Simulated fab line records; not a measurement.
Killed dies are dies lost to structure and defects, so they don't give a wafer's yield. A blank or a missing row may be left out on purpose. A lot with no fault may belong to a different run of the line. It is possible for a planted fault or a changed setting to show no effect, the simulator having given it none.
Problem report, 8D (eight disciplines) form, completed by code + flow sfq-line + the parts of the form that need people (team, actions taken, sign-off) are left out

== 1. WHAT WENT WRONG ==
Wafers without a fault read 14.401, standard deviation 0.015; exposure-dose-mJ-cm2 at SFQ_TRILAYER_M2_LITHO_EXPOSE_058 reads a mean of 11.264 on 9 wafers belonging to 3 lots. So: -99 or more standard deviations from the usual mean.
The step: exposes mask M2, target cd 500 nm.
The first sign was on wafer L111.2 at day 35 10:08, on krf-scanner-02. At this step, 21 wafers from 7 lots have a number in the record. Rule for "out", or "out of limits": more than 4 standard deviations from the usual mean. The rest of the wafers with a number are treated as sound.

== 2. WHAT IT IS, WHAT IT ISN'T ==
| question                    | is                     | is not                                                                   |
|-----------------------------|------------------------|--------------------------------------------------------------------------|
| which readings at this step | exposure-dose-mJ-cm2   | stage-vel-mm-s                                                           |
| which lots                  | L111, L112, L113       | L100, L101, L119, L122                                                   |
| which wafers of those lots  | all that have a number | -                                                                        |
| read on which tools         | krf-scanner-02         | krf-scanner-01                                                           |
| when                        | from day 35 10:08      | up to then (6 sound wafers); but 6 sound wafers of L119, L122 came after |

== 3. SUSPECTS, AND WHAT RULES EACH OUT ==
Counting: a tool at any process step up to the reading remains a suspect when it ran all the lots that are out and ran no sound lot after the first of those.
- krf-scanner-02 at SFQ_TRILAYER_M2_LITHO_EXPOSE_058 (exposes mask M2, target cd 500 nm): kept. All lots that are out passed through it, beginning with L111 at day 35 10:08, and no sound lot followed; its final sound lot before that point was L100 at day 30 00:21. Out on those wafers are its own readings of exposure-dose-mJ-cm2.
The count leaves krf-scanner-02 at SFQ_TRILAYER_M2_LITHO_EXPOSE_058.

== 4. THE CAUSE (what the simulator had put in) ==
Process parameters drifting: krf-scanner-02 at SFQ_TRILAYER_M2_LITHO_EXPOSE_058, beginning at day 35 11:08. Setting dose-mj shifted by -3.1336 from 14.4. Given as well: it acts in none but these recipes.
The count eliminated every tool but this one.

== 5. THE EFFECT CHAIN, in route order ==
Each row: a reading where the mean over the struck wafers with a number is more than 3 standard deviations away from the usual. Readings are gone through only where the record gives a usual standard deviation; hours: the median, over the lots, of the time from a lot's start at the first step in this table giving one to that lot's start at this step; sigmas: the change measured in usual standard deviations.
| hours | step                             | reading              | usual  | on struck wafers | change | sigmas      |
|-------|----------------------------------|----------------------|--------|------------------|--------|-------------|
| 0     | SFQ_TRILAYER_M2_LITHO_EXPOSE_058 | exposure-dose-mJ-cm2 | 14.401 | 11.264           | -3.137 | -99 or more |
The process steps in it:
- SFQ_TRILAYER_M2_LITHO_EXPOSE_058: exposes mask M2, target cd 500 nm.
Later measuring or inspecting steps at which every struck wafer that the step has a row for has a number for every such reading, and none has moved that far: SFQ_M2_OVL_MEAS_916, SFQ_I2_BOW_MEAS_917, SFQ_I2_OVL_MEAS_918, SFQ_M3_RS_MEAS_919, SFQ_M8_BOW_MEAS_951.

== 6. HOW IT WOULD HAVE BEEN CAUGHT EARLIER ==
In this record the first reading out of limits was taken at day 35 10:08.
